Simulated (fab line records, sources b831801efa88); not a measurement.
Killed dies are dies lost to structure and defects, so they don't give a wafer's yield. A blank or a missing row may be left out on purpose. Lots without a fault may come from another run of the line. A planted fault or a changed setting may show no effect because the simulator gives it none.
Chamber matching | flow sky130 | SKY_CONTACT_CMP_27 on cmp-01: 4 sister chambers
The step polishes, stops on SiO2, t overpolish 15 s, target thk 0 nm. 8 wafers are shown with their chamber, then 8 later ones without.

WAFERS WITH THEIR CHAMBER
wafer  | chamber | motor_current_A (A) | overpolish_run_s (s)
L667.1 | 2       | 10.4                | 14.983
L672.3 | 3       | 11.1                | 14.995
L672.6 | 1       | 9.8                 | 15.016
L677.1 | 0       | 11.8                | 15.003
L686.1 | 2       | 10.6                | 14.991
L686.2 | 0       | 11.5                | 14.990
L686.6 | 1       | 9.5                 | 15.001
L688.3 | 3       | 11.0                | 15.001

WAFERS WITHOUT THEIR CHAMBER
wafer  | motor_current_A (A) | overpolish_run_s (s)
L688.5 | 11.2                | 14.995
L688.6 | 9.8                 | 15.009
L689.1 | 9.9                 | 14.991
L689.3 | 11.6                | 14.995
L689.4 | 11.4                | 15.007
L690.1 | 9.9                 | 15.011
L690.3 | 11.8                | 14.990
L690.5 | 11.1                | 15.005

WHICH CHAMBER EACH WENT THROUGH
wafer  | from the rows above     | in truth
L688.5 | can't be placed: 3 or 0 | 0
L688.6 | 1                       | 1
L689.1 | can't be placed: 1 or 2 | 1
L689.3 | 0                       | 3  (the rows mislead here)
L689.4 | can't be placed: 0 or 3 | 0
L690.1 | 1                       | 1
L690.3 | 0                       | 0
L690.5 | 3                       | 3
Placed correctly: 4 of 8. Can't be placed from these rows: 3 (the true chamber is among the candidates in 3). Placed wrongly: 1.
How it was worked out, from the rows above alone: a wafer's distance from a chamber is the root of the sum, over the readings, of the square of ((its reading less the chamber's mean) divided by the reading's scatter). The wafer belongs to the nearest chamber; if the next one is less than 2 further off, it can't be placed. A chamber's mean is the mean of its shown wafers. The scatter: the root of (the sum of the squares of (reading less its chamber's mean) over the shown wafers, divided by (wafers less chambers)).
